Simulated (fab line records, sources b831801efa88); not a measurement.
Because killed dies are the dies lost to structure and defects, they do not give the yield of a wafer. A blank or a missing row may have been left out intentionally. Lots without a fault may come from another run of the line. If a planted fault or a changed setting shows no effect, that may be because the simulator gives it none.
fab line records	flow sfqLine
record lots=6	wafers=18	lastDay=92
route steps=325 shown M0@38 I0@43
lots untouched by any fault: they come from a run of this same line in which no faults occurred
startH: hours from the record's opening day to when the first of the lot's shown wafers began	waitH: hours since the lot's step before	" identical to the entry in the row above	L1.1+2: one row covering several wafers at once	- value missing, or start not given	* or withheld: withheld	< > ~ a bound
route shown NAME@n: a module of which the file shows steps, and the number in the route of the first	usual: the fault-free wafers' mean and standard deviation	same: alike in all rows	chamber/n: place in a boat	sites: readings site by site	_std_site: the standard deviation of these	_edge_site: outer sites' mean less inner sites'	radiusMm: for every site, how far away it sits from the centre of the wafer	mask NAME#n: copy n	behind: the tool/chamber that last shaped the wafer	hold: why the lot went on hold/how many hours it stayed there/how the hold came to an end	device: which transistor (n, p or np) failed to switch	end of line: at the end of the route, the tests of the same wafers	a step without rows: its recipe alone	killed: not the wafer's yield, but the dies lost to structure and defects at the first sort	map: the dies of a wafer, with x for killed, . for not killed, _ for no die there
set.NAME: the setting as run; set.NAME@STEP: as run at that earlier step	model.NAME: the simulator's own value behind a step, which no gauge read
lots at selected steps of the route; one table per step, one row per wafer
services: the hour from which a tool's chamber was out of use, counted from the record's first day as startH (under 0 if before that day), plus the number of hours and why
## steps
# step SFQ_M0_OVL_MEAS_906
# usual M0_OVL=0/5.7
lot.wafer	tool	chamber	startH	waitH	M0_OVL[nm]
L571.1	overlay-01	-	269.13	0.1	-2
L571.2	"	-	"	"	-3
L571.5	"	-	"	"	-2
L576.2	overlay-01	-	315.49	0.1	5
L576.5	"	-	"	"	5
L576.6	"	-	"	"	7
L582.2	overlay-02	-	368.06	0.1	6
L582.4	"	-	"	"	8
L582.6	"	-	"	"	5
L583.1	overlay-02	-	381.26	0.1	0
L583.2	"	-	"	"	-2
L583.4	"	-	"	"	-1
L584.1	overlay-02	-	390.86	0.1	3
L584.2	"	-	"	"	0
L584.6	"	-	"	"	2
L588.2	overlay-01	-	424.71	0.1	-14
L588.4	"	-	"	"	-9
L588.5	"	-	"	"	-14
# step SFQ_TRILAYER_M0_BARC_OPEN_METAL_ETCH_031
# recipe maskMaterial=PR	chemistry=O2	targetDepthNm=125	target=BARC	icpW=600	biasW=80	pressureMtorr=10	timeS=41.7
# usual drypumpMotorCurrentA=6.09/0.28	heBacksideLeakSccm=3.45/0.19	oesProductAu=0.685/0.0048
lot.wafer	tool	chamber	startH	waitH	drypumpMotorCurrentA	heBacksideLeakSccm	oesProductAu	rfHoursCounterH
L571.1	rieMetal-02	1	269.17	0.0	5.90	3.30	0.684	15
L571.2	"	0	"	"	6.24	3.66	0.682	71
L571.5	"	1	"	"	5.94	3.10	0.689	-
L576.2	rieMetal-03	1	315.52	0.0	5.70	3.38	0.684	44
L576.5	"	1	"	"	5.72	3.39	0.689	-
L576.6	"	0	"	"	6.58	3.39	0.682	-
L582.2	rieMetal-03	1	368.09	0.0	5.73	3.26	0.684	52
L582.4	"	1	"	"	5.73	3.22	0.678	-
L582.6	"	1	"	"	5.71	3.31	0.691	-
L583.1	rieMetal-02	1	381.29	0.0	5.88	3.29	0.687	35
L583.2	"	0	"	"	6.23	3.75	0.680	92
L583.4	"	1	"	"	5.88	3.34	0.691	-
L584.1	rieMetal-02	0	390.89	0.0	6.27	3.54	0.683	93
L584.2	"	1	"	"	5.90	3.07	0.689	37
L584.6	"	0	"	"	6.30	3.51	0.677	-
L588.2	rieMetal-03	0	424.74	0.0	6.58	3.40	0.695	66
L588.4	"	1	"	"	5.74	3.33	0.679	-
L588.5	"	0	"	"	6.57	3.23	0.680	-
# step SFQ_TRILAYER_M0_ETCH_METAL_ETCH_024
# recipe target=Nb	stopOn=SiO2	maskMaterial=PR	chemistry=Cl2/Ar	targetDepthNm=240	icpW=600	biasW=80	pressureMtorr=10	timeS=120
# usual drypumpMotorCurrentA=6.09/0.29	heBacksideLeakSccm=3.45/0.21	oesProductAu=0.893/0.0067
lot.wafer	tool	chamber	startH	waitH	drypumpMotorCurrentA	heBacksideLeakSccm	oesProductAu	rfHoursCounterH
L571.1	rieMetal-02	1	269.23	0.0	5.91	2.99	0.893	15
L571.2	"	0	"	"	6.23	3.52	0.885	71
L571.5	"	1	"	"	5.88	2.89	0.888	-
L576.2	rieMetal-03	1	315.58	0.0	5.75	3.52	0.892	44
L576.5	"	1	"	"	5.74	3.47	0.899	-
L576.6	"	0	"	"	6.56	3.33	0.890	-
L582.2	rieMetal-03	1	368.15	0.0	5.75	3.36	0.895	52
L582.4	"	1	"	"	5.73	3.37	0.893	-
L582.6	"	1	"	"	5.74	3.35	0.891	-
L583.1	rieMetal-02	1	381.35	0.0	5.86	3.28	0.909	35
L583.2	"	0	"	"	6.27	3.55	0.903	92
L583.4	"	1	"	"	5.88	3.31	0.886	-
L584.1	rieMetal-02	0	390.95	0.0	6.28	3.57	0.900	93
L584.2	"	1	"	"	5.89	3.48	0.895	37
L584.6	"	0	"	"	6.22	3.68	0.891	-
L588.2	rieMetal-03	0	424.80	0.0	6.54	3.36	0.897	66
L588.4	"	1	"	"	5.72	3.32	0.892	-
L588.5	"	0	"	"	6.58	3.31	0.890	-
# step SFQ_TRILAYER_M0_STRIP_STRIP_025
# recipe gas=O2	powerW=200	platenTempC=40	overashFraction=0.65	chemistry=O2	pressureMtorr=50
# usual drypumpMotorCurrentA=6.09/0.29	heBacksideLeakSccm=3.45/0.18	oesProductAu=1.001/0.0097
# same overashFraction=0.65
lot.wafer	tool	chamber	startH	waitH	drypumpMotorCurrentA	heBacksideLeakSccm	oesProductAu	rfHoursCounterH
L571.1	rieMetal-02	1	269.36	0.1	5.90	3.32	1.018	15
L571.2	"	0	"	"	6.25	3.67	1.005	71
L571.5	"	1	"	"	5.90	3.29	1.010	-
L576.2	rieMetal-03	1	315.71	0.1	5.72	3.46	0.997	44
L576.5	"	1	"	"	5.74	3.38	0.989	-
L576.6	"	0	"	"	6.61	3.36	0.993	-
L582.2	rieMetal-03	1	368.28	0.1	5.72	3.51	1.012	52
L582.4	"	1	"	"	5.74	3.52	1.008	-
L582.6	"	1	"	"	5.72	3.65	1.001	-
L583.1	rieMetal-02	1	381.48	0.1	5.89	3.17	1.002	35
L583.2	"	0	"	"	6.22	3.64	0.996	92
L583.4	"	1	"	"	5.86	3.22	1.012	-
L584.1	rieMetal-02	0	391.08	0.1	6.27	3.42	1.000	93
L584.2	"	1	"	"	5.88	3.20	1.007	37
L584.6	"	0	"	"	6.24	3.79	1.000	-
L588.2	rieMetal-03	0	424.93	0.1	6.60	3.33	0.995	66
L588.4	"	1	"	"	5.71	3.47	1.007	-
L588.5	"	0	"	"	6.61	3.40	0.979	-
# step SFQ_TRILAYER_M0_STRIP_SOLV_CLEAN_026
# recipe chemistry=NMP	tempC=70	timeS=600
# step SFQ_TRILAYER_I0_DEP_PECVD_027
# recipe material=SiO2	tempC=150	timeS=111.11	pressureTorr=2.4	rfW=183.3	precursor=SiH4/N2O	targetThkNm=500
# usual heaterPowerW=84/18	throttleValvePct=24.4/1.5
lot.wafer	tool	chamber	startH	waitH	heaterPowerW	throttleValvePct
L571.1	pecvd-03	1	270.13	0.0	116	22.6
L571.2	"	0	"	"	100	22.2
L571.5	"	0	"	"	102	22.0
L576.2	pecvd-02	0	316.48	0.0	60	25.6
L576.5	"	0	"	"	60	25.6
L576.6	"	2	"	"	82	25.9
L582.2	pecvd-04	1	369.05	0.0	69	26.2
L582.4	"	1	"	"	69	25.9
L582.6	"	0	"	"	58	26.7
L583.1	pecvd-03	0	382.27	0.0	97	22.0
L583.2	"	2	"	"	78	24.6
L583.4	"	2	"	"	82	24.6
L584.1	pecvd-02	1	391.87	0.0	89	23.9
L584.2	"	1	"	"	90	23.9
L584.6	"	1	"	"	84	24.1
L588.2	pecvd-04	0	425.70	0.0	65	26.5
L588.4	"	0	"	"	50	26.8
L588.5	"	2	"	"	89	24.6
# step SFQ_TRILAYER_I0_CMP_CMP_028
# recipe material=SiO2	downForcePsi=3	platenRpm=60	padVelocityMS=0.94248
# usual motorCurrentA=10.5/1.4	timeToEndpointS=215/8.2
lot.wafer	tool	chamber	startH	waitH	motorCurrentA	timeToEndpointS
L571.1	cmp-02	2	270.71	0.5	9.9	212
L571.2	"	0	271.71	1.5	9.5	209
L571.5	"	1	"	"	13.2	222
L576.2	cmp-02	2	327.72	11.2	10.3	214
L576.6	"	3	"	"	10.8	211
L576.5	"	0	"	"	8.9	219
L582.2	cmp-01	2	369.13	0.0	9.7	216
L582.4	"	0	370.13	1.0	10.4	211
L582.6	"	3	371.63	2.5	9.7	210
L583.4	cmp-02	1	382.35	0.0	13.3	215
L583.1	"	2	"	"	10.1	204
L583.2	"	3	"	"	10.9	197
L584.2	cmp-02	1	392.57	0.6	12.9	229
L584.1	"	2	"	"	10.1	221
L584.6	"	1	394.57	2.5	13.4	227
L588.4	cmp-02	2	425.78	0.0	10.0	229
L588.2	"	3	"	"	10.7	213
L588.5	"	3	428.28	2.5	10.5	220
# step SFQ_I0_BOW_MEAS_907
# recipe mode=bow
# usual I0_BOW=2/7.2
lot.wafer	tool	chamber	startH	waitH	I0_BOW[um]
L571.1	filmMetro-04	-	273.21	2.0	1
L571.2	"	-	"	"	16
L571.5	"	-	"	"	3
L576.2	filmMetro-03	-	329.24	1.0	-6
L576.5	"	-	"	"	3
L576.6	"	-	"	"	2
L582.2	filmMetro-02	-	372.15	2.5	6
L582.4	"	-	"	"	9
L582.6	"	-	"	"	-2
L583.1	filmMetro-02	-	385.35	2.0	-1
L583.2	"	-	"	"	5
L583.4	"	-	"	"	9
L584.1	filmMetro-02	-	395.57	2.0	-5
L584.2	"	-	"	"	-6
L584.6	"	-	"	"	4
L588.2	filmMetro-04	-	428.80	2.0	9
L588.4	"	-	"	"	23
L588.5	"	-	"	"	3
# step SFQ_TRILAYER_I0_METRO_MEASURE_029
# step SFQ_TRILAYER_I0_VIA_LITHO_COAT_036
# recipe resist=BARC	spinRpm=3000	resistThkNm=62
# step SFQ_TRILAYER_I0_VIA_LITHO_COAT_031
# recipe resist=KrF	spinRpm=3000	resistThkNm=650
# step SFQ_TRILAYER_I0_VIA_LITHO_SOFTBAKE_035
# recipe tempC=withheld	timeS=withheld	resist=KrF
# step SFQ_TRILAYER_I0_VIA_LITHO_EXPOSE_032
# recipe maskId=I0	na=0.6	sourceShape=conventional	sigmaOuter=0.65	targetCdNm=500	doseMj=21.3
# usual exposureDoseMJCm2=21.301/0.018	focusOffsetNm=0.1/0.58
lot.wafer	tool	chamber	startH	waitH	mask	exposureDoseMJCm2	focusOffsetNm
L571.1	krfScanner-01	0	396.68	-	I0#0	21.294	0.4
L571.2	"	0	"	"	I0#0	21.295	0.0
L571.5	"	0	"	"	I0#0	21.289	0.3
L576.2	krfScanner-02	0	459.33	-	I0#0	21.286	0.2
L576.5	"	0	"	"	I0#0	21.285	-1.4
L576.6	"	0	"	"	I0#0	21.285	-0.1
L582.2	krfScanner-01	-	481.37	-	I0#0	-	-
L582.4	"	-	"	"	I0#0	-	-
L582.6	"	-	"	"	I0#0	-	-
L583.1	krfScanner-01	-	482.37	-	I0#0	-	-
L583.2	"	-	"	"	I0#0	-	-
L583.4	"	-	"	"	I0#0	-	-
L584.1	krfScanner-01	0	483.57	-	I0#0	21.292	-0.6
L584.2	"	0	"	"	I0#0	21.301	-0.2
L584.6	"	0	"	"	I0#0	21.297	-0.4
L588.2	krfScanner-01	0	488.57	-	I0#0	21.290	0.4
L588.4	"	0	"	"	I0#0	21.283	-0.1
L588.5	"	0	"	"	I0#0	21.285	0.9
# step SFQ_TRILAYER_I0_VIA_LITHO_PEB_034
# recipe pebTempC=115	pebTimeS=60	resist=KrF
## services
tool	chamber	startH	hours	kind
cmp-02	-	245.59	2.1	repair
krfScanner-01	-	248.47	7.2	pm
rieMetal-02	-	253.29	14.6	pm
krfScanner-01	-	274.83	0.8	pm
pecvd-03	-	276.44	0.7	repair
cmp-02	-	320.67	0.6	repair
pecvd-04	0	330.09	5.1	repair
cmp-02	-	335.22	6.2	pm
krfScanner-01	-	356.11	1.0	repair
krfScanner-01	-	356.38	2.6	repair
krfScanner-01	-	373.43	1.3	pm
krfScanner-01	-	379.04	3.3	repair
pecvd-04	0	384.25	6.7	repair
pecvd-02	0	387.14	6.8	repair
pecvd-02	2	388.24	9.1	repair
krfScanner-01	-	405.08	1.0	pm
cmp-02	-	408.25	4.0	pm
krfScanner-01	-	415.06	6.2	repair
pecvd-03	-	431.44	0.8	repair
krfScanner-01	-	443.73	0.8	pm
cmp-02	-	457.35	3.7	pm
cmp-02	-	465.88	3.4	repair
rieMetal-02	0	472.82	1.9	repair
pecvd-04	-	473.84	1.0	repair
## key
firstSign step=SFQ_TRILAYER_I0_VIA_LITHO_EXPOSE_032	reading=toolRecord	direction=missing
effect none on later readings
metAt SFQ_TRILAYER_I0_VIA_LITHO_EXPOSE_032
struckWafers L582.2,L582.4,L582.6,L583.1,L583.2,L583.4
onsetBetween 396.68 481.37
fault kind=skippedStepWhole	tool=krfScanner-01	chamber=-	onsetH=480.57	steps=SFQ_TRILAYER_I0_VIA_LITHO_EXPOSE_032	scope=struckLotsOnly
